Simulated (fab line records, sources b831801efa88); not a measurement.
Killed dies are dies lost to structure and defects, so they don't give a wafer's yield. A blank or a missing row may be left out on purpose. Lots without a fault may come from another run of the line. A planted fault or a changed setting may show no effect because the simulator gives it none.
Problem report in the 8D (eight disciplines) form, filled by code | flow gf180mcu | the parts of the form that need people (team, actions taken, sign-off) are left out

1. THE PROBLEM
run_length_s at GF_DUAL_GATE_SOFTBAKE_07 reads a mean of 96.40 s on 2 wafers of 2 lots; wafers without a fault read 89.08 s with a standard deviation of 0.24. That is +30 standard deviations from the usual mean.
The step: time 60 s.
First seen on wafer L272.3, day 13 20:26, on litho_track-04. The record holds 37 wafers of 13 lots with a number at this step. Rule for "out", or "out of limits": more than 4 standard deviations from the usual mean. The other wafers with a number count as sound.

2. WHAT IT IS AND WHAT IT IS NOT
question                    | is                | is not
which readings at this step | run_length_s      | plate_temp_C
which lots                  | L272, L273        | L252, L253, L255, L257, L258, L259, L260, L261, L262, L263, L264
which wafers of those lots  | L272.3, L273.3    | L272.5, L273.6
read on which tools         | litho_track-04    | litho_track-01, litho_track-02
when                        | from day 13 20:26 | up to then (34 sound wafers); but 1 sound wafer of L273 came after

3. SUSPECTS, AND WHAT RULES EACH OUT
Counting: a tool at a process step up to the reading stays a suspect if it ran every lot that is out. Sound lots after the first of them don't rule it out here, since some wafers of a struck lot are sound.
- litho_track-04 at GF_DUAL_GATE_SOFTBAKE_07 (time 60 s): kept. It ran every lot that is out, first L272 (day 13 20:26); its last sound lot up to then is L263 (day 11 10:07). Its own readings are out on those wafers: run_length_s.
Left after counting: litho_track-04 at GF_DUAL_GATE_SOFTBAKE_07.

4. THE CAUSE (what the simulator had put in)
Process parameter drift: litho_track-04, from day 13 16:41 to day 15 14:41, at GF_DUAL_GATE_SOFTBAKE_07. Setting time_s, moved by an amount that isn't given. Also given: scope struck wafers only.
Counting left only this tool.

5. THE CHAIN OF EFFECTS, in route order
Each row: a reading whose mean over the struck wafers that have a number lies more than 3 standard deviations from the usual. Only readings for which the record gives a usual standard deviation are gone through. hours: the time from each lot's start at the first step in this table that gives one to its start at this step, as a median over the lots. sigmas: the change in usual standard deviations.
hours | step                     | reading      | usual   | on struck wafers | change | sigmas
0     | GF_DUAL_GATE_SOFTBAKE_07 | run_length_s | 89.08 s | 96.40            | +7.32  | +30
The process steps in it:
- GF_DUAL_GATE_SOFTBAKE_07: time 60 s.

6. WHAT WOULD HAVE CAUGHT IT SOONER
In this record the first reading out of limits was taken at day 13 20:26, 4 hours after the fault began at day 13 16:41.
